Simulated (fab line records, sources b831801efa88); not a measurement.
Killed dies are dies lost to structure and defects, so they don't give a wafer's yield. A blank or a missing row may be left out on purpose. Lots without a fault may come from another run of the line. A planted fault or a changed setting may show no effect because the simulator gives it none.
A struck lot beside a sound one | flow gf180mcu | 37 steps out of a route of 602
Sound: wafers L867.1, L867.4, L867.5. Struck: wafer L859.6. (L859.2 of the same lot was not struck and is left out.) The cause comes at the end.
At each step with rows: each side's tool, then ch and its chambers, then its first start. Under that, the readings that differ: sound wafers | struck wafers | difference of the means | sigmas: that difference in standard deviations of wafers without a fault.
alike: readings whose means differ by less than 2 such deviations, and words and numbers that are the same on both sides. not compared: withheld readings, readings that some wafer has no value for, bounds like >300 that may hide the same value, and numbers for which the record gives no deviation and whose values overlap.
The two part at a step that has a row with sigmas, a row that says differs or no value, or rows on one side only. Numbers that don't overlap but have no deviation are shown without sigmas and don't part them. A reading that every wafer of one side lacks parts them only if that side has two wafers or more.

first, 2 steps without rows for these wafers: GF_M1_PEB_12 (peb time 90 s); GF_M1_DEVELOP_13 (develop time 60 s).
GF_M1_CD_MEAS_14: target cd 230 nm.
  sound on cd_sem-01, day 25 02:47; struck on cd_sem-02, day 22 00:56
  alike: cd_nm
GF_M1_OVL_MEAS_15:
  sound on overlay-01, day 25 02:54; struck on overlay-01, day 22 01:02
  alike: M1_OVL
then, 5 steps without rows for these wafers: GF_M1_METAL_ETCH_16 (etches the open film in Cl2/BCl3, stops on SiO2, target depth 627.5 nm, time 104.6 s); GF_M1_STRIP_17 (strips in O2/N2); GF_M1_STRIP_18 (strips in post etch residue remover, time 1200 s); GF_M1_CLEAN_19 (cleans in DIW); GF_V1_CVD_00 (deposits SiO2, target thk 600 nm, time 100 s).
GF_V1_THK_MEAS_01:
  sound on film_metro-04, day 25 03:40; struck on film_metro-01, day 22 01:51
  alike: V1_CVD_00_THK
GF_V1_CVD_02: deposits SiO2 from TEOS, target thk 850 nm, time 94.851 s.
  sound on pecvd-04 ch 0,1, day 25 03:43; struck on pecvd-04 ch 2, day 22 01:54
  alike: heater_power_w, susceptor_temp_C
GF_V1_THK_MEAS_03:
  sound on film_metro-02, day 25 03:47; struck on film_metro-02, day 22 01:59
  alike: V1_CVD_02_THK
GF_V1_CMP_04: polishes SiO2.
  sound on cmp-02 ch 0,1,2, day 25 03:54; struck on cmp-02 ch 0, day 22 02:05
  reading                             | sound             | struck | difference | sigmas
  time_to_endpoint_s (s)              | 84 78 91          | 105    | +21        | +3
  model.SiO2_of_V1_CVD_02.thk_nm (nm) | 634.1 632.5 634.1 | 585.2  | -48.4      |
  alike: motor_current_A
GF_V1_BOW_MEAS_05:
  sound on film_metro-01, day 25 04:09; struck on film_metro-01, day 22 02:21
  alike: V1_BOW
then, 8 steps without rows for these wafers: GF_V1_DEHYDRATE_06 (time 60 s); GF_V1_HMDS_07 (prime time 60 s); GF_V1_COAT_08; GF_V1_COAT_09 (resist thk 1000 nm); GF_V1_SOFTBAKE_10 (time 60 s); GF_V1_EXPOSE_11 (exposes mask Via1, target cd 260 nm); GF_V1_PEB_12 (peb time 90 s); GF_V1_DEVELOP_13 (develop time 60 s).
GF_V1_CD_MEAS_14: target cd 260 nm.
  sound on cd_sem-01, day 26 01:43; struck on cd_sem-01, day 23 01:45
  alike: cd_nm
GF_V1_OVL_MEAS_15:
  sound on overlay-02, day 26 01:50; struck on overlay-01, day 23 01:51
  alike: V1_OVL
then, 1 step without rows for these wafers: GF_V1_ETCH_16 (etches BARC in N2/H2).
GF_V1_ETCH_17: etches SiO2 in C4F8/O2/Ar, stops on TiN, target depth 630 nm.
  sound on rie_diel-04 ch 0,1,3; struck on rie_diel-02 ch 2
  reading                        | sound             | struck | difference | sigmas
  oes_product_au (a.u.)          | 0.852 0.864 0.853 | 0.817  | -0.039     | -9
  model.etch.depth_nm (nm)       | 634.1 632.5 634.1 | 585.2  | -48.4      |
  model.V1.feature_depth_nm (nm) | 634.1 632.5 634.1 | 585.2  | -48.4      |
then, 3 steps without rows for these wafers: GF_V1_STRIP_18 (strips in O2/N2); GF_V1_STRIP_19 (strips in post etch residue remover, time 1200 s); GF_V1_CLEAN_20 (cleans in DIW).
GF_V1_SPUTTER_21: material Ti, target thk 15 nm, time 80.02 s.
  sound on pvd_sputter-03, day 26 02:32; struck on pvd_sputter-03, day 23 02:34
  alike: throttle_valve_pct
GF_V1_SPUTTER_22: material TiN, target thk 10 nm, time 40 s.
  sound on pvd_sputter-03, day 26 02:35; struck on pvd_sputter-03, day 23 02:37
  alike: throttle_valve_pct
GF_V1_CVD_23: deposits W, target thk 350 nm, time 105.05 s.
  sound on cvd_w-01 ch 0,1, day 26 02:38; struck on cvd_w-01 ch 1, day 23 02:40
  alike: heater_power_w, susceptor_temp_C
GF_V1_RS_MEAS_24: measures by four-point-probe.
  sound on film_metro-04, day 26 02:44; struck on film_metro-02, day 23 02:47
  alike: V1_W_RS
GF_V1_THK_MEAS_25: measures by xrf.
  sound on film_metro-04, day 26 02:52; struck on film_metro-02, day 23 02:54
  alike: V1_W_THK
GF_V1_CMP_26: polishes, stops on SiO2, t overpolish 15 s, target thk 0 nm.
  sound on cmp-01 ch 0,3, day 26 02:58; struck on cmp-01 ch 3, day 23 03:07
  reading                             | sound             | struck | difference | sigmas
  model.SiO2_of_V1_CVD_02.thk_nm (nm) | 630.3 628.7 630.4 | 581.4  | -48.4      |
  alike: motor_current_A
GF_M2_SPUTTER_00: material Ti, target thk 37.5 nm, time 150 s.
  sound on pvd_sputter-02, day 26 03:13; struck on pvd_sputter-01, day 23 03:19
  alike: throttle_valve_pct
then, 1 step without rows for these wafers: GF_PASSIVATION_PROBE_99.

WHERE THEY PART
First at GF_V1_CMP_04; last, within this record, at GF_V1_ETCH_17. Later steps at which nothing parts them and some readings are alike: GF_V1_SPUTTER_21, GF_V1_SPUTTER_22, GF_V1_CVD_23, GF_V1_RS_MEAS_24, GF_V1_THK_MEAS_25, GF_V1_CMP_26, GF_M2_SPUTTER_00.

WHY: what the simulator had put in
Process parameter drift: cmp-02, from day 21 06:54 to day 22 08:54, at GF_V1_CMP_04. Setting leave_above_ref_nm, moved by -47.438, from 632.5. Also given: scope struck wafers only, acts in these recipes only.
